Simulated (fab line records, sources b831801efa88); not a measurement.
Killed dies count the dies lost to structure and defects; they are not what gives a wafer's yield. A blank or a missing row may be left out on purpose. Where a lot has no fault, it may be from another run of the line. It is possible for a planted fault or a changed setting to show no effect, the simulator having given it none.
What tool caused it?    flow gf180mcu    32 wafers from 11 lots sampled at 4 of the route's 602 steps

== WHAT THE GAUGES SHOWED, per wafer ==
GF_V4_THK_MEAS_01. Usual: V4_CVD_00_THK gives 595 nm (standard deviation 6.5).
lot   measured      on            V4_CVD_00_THK (nm)  flag
L740  day 23 12:48  filmMetro-01  594 606 592         
L741  day 24 02:51  filmMetro-03  588 588 601         
L750  day 27 00:32  filmMetro-04  588 594 596         
L751  day 27 10:40  filmMetro-04  602 596             
L754  day 28 09:07  filmMetro-01  595 596 592         
L756  day 28 21:49  filmMetro-03  604 607 595         
L759  day 29 19:01  filmMetro-04  604 609 601         
L760  day 29 21:56  filmMetro-04  586 579 578         
L762  day 30 09:32  filmMetro-03  595 600 591         
L761  day 30 12:49  filmMetro-01  602 603 601         
L763  day 30 18:10  filmMetro-01  597 598 604         

GF_V4_CD_MEAS_14: target cd 260 nm. Usual: 259.5 nm for cdNm, sd 1.3.
lot   measured      on        cdNm (nm)          flag
L740  day 24 11:46  cdSem-01  261.5 261.6 261.5  
L741  day 25 01:04  cdSem-01  258.1 256.7 257.4  
L750  day 27 21:16  cdSem-02  253.1 253.1 260.7  
L751  day 28 07:16  cdSem-02  252.0 260.3        
L754  day 29 05:09  cdSem-02  259.4 260.6 258.8  
L756  day 29 17:48  cdSem-02  260.2 259.4 259.0  
L759  day 30 13:59  cdSem-02  260.0 258.8 259.0  
L760  day 30 16:27  cdSem-01  258.9 259.7 260.3  
L762  day 31 04:14  cdSem-02  260.7 260.3 259.7  
L761  day 31 07:00  cdSem-01  259.6 260.3 260.5  
L763  day 31 12:47  cdSem-01  257.6 258.6 258.2  

== EACH LOT AND THE TOOL THAT RAN IT (in order: tool; ch and the chambers of the sampled wafers; start) ==
lot   GF_M4_SPUTTER_01             GF_V4_COAT_09
L740  pvdSputter-04, day 22 13:05  lithoTrack-04 ch 0, day 24 00:00
L741  pvdSputter-02, day 23 03:07  lithoTrack-01 ch 0, day 24 13:00
L750  pvdSputter-01, day 26 02:41  lithoTrack-02 ch 0, day 27 11:00
L751  pvdSputter-02, day 26 13:28  lithoTrack-02 ch 0, day 27 20:00
L754  pvdSputter-02, day 27 09:55  lithoTrack-04 ch 0, day 28 19:00
L756  pvdSputter-04, day 28 01:07  lithoTrack-01 ch 0, day 29 07:00
L759  pvdSputter-01, day 28 22:26  lithoTrack-04 ch 0, day 30 04:00
L760  pvdSputter-04, day 29 02:22  lithoTrack-01 ch 0, day 30 07:00
L762  pvdSputter-02, day 29 13:31  lithoTrack-02 ch 0, day 30 18:00
L761  pvdSputter-01, day 29 17:32  lithoTrack-01 ch 0, day 30 22:00
L763  pvdSputter-04, day 29 22:58  lithoTrack-01 ch 0, day 31 03:00
- GF_M4_SPUTTER_01: material TiN, target thk 30 nm, time 25 s.
- GF_V4_COAT_09: resist thk 1000 nm.

== AS READ BY THE TOOLS THEMSELVES (means over the sampled wafers that have a number; for cases with no such wafer, the mark the record gives instead) ==
GF_M4_SPUTTER_01. Usual: 30.2 % for throttleValvePct, sd 1.1.
lot   tool           throttleValvePct (%)  flag
L740  pvdSputter-04  30.0                  
L741  pvdSputter-02  30.9                  
L750  pvdSputter-01  29.7                  
L751  pvdSputter-02  32.0                  
L754  pvdSputter-02  31.5                  
L756  pvdSputter-04  29.7                  
L759  pvdSputter-01  29.3                  
L760  pvdSputter-04  29.9                  
L762  pvdSputter-02  31.2                  
L761  pvdSputter-01  29.4                  
L763  pvdSputter-04  29.5                  

== THE ANSWER, worked out from the rows above alone ==
Rule: lot off if the mean of its wafers having a number is beyond 3 standard deviations from the usual mean. A lot without any number at a reading at which 4 lots or more have one is off too. Any other lot the step has rows for is counted as sound. First the gauges in route order, then the tools' own readings, where a lot's mean is used as printed above. The first step at which some lot is off is used, and at that step the reading that is off furthest; a lot without a number counts as furthest.
Across all readings shown, no lot is off: no conclusion can be drawn from this.

== WHAT THE SIMULATOR HAD INSERTED ==
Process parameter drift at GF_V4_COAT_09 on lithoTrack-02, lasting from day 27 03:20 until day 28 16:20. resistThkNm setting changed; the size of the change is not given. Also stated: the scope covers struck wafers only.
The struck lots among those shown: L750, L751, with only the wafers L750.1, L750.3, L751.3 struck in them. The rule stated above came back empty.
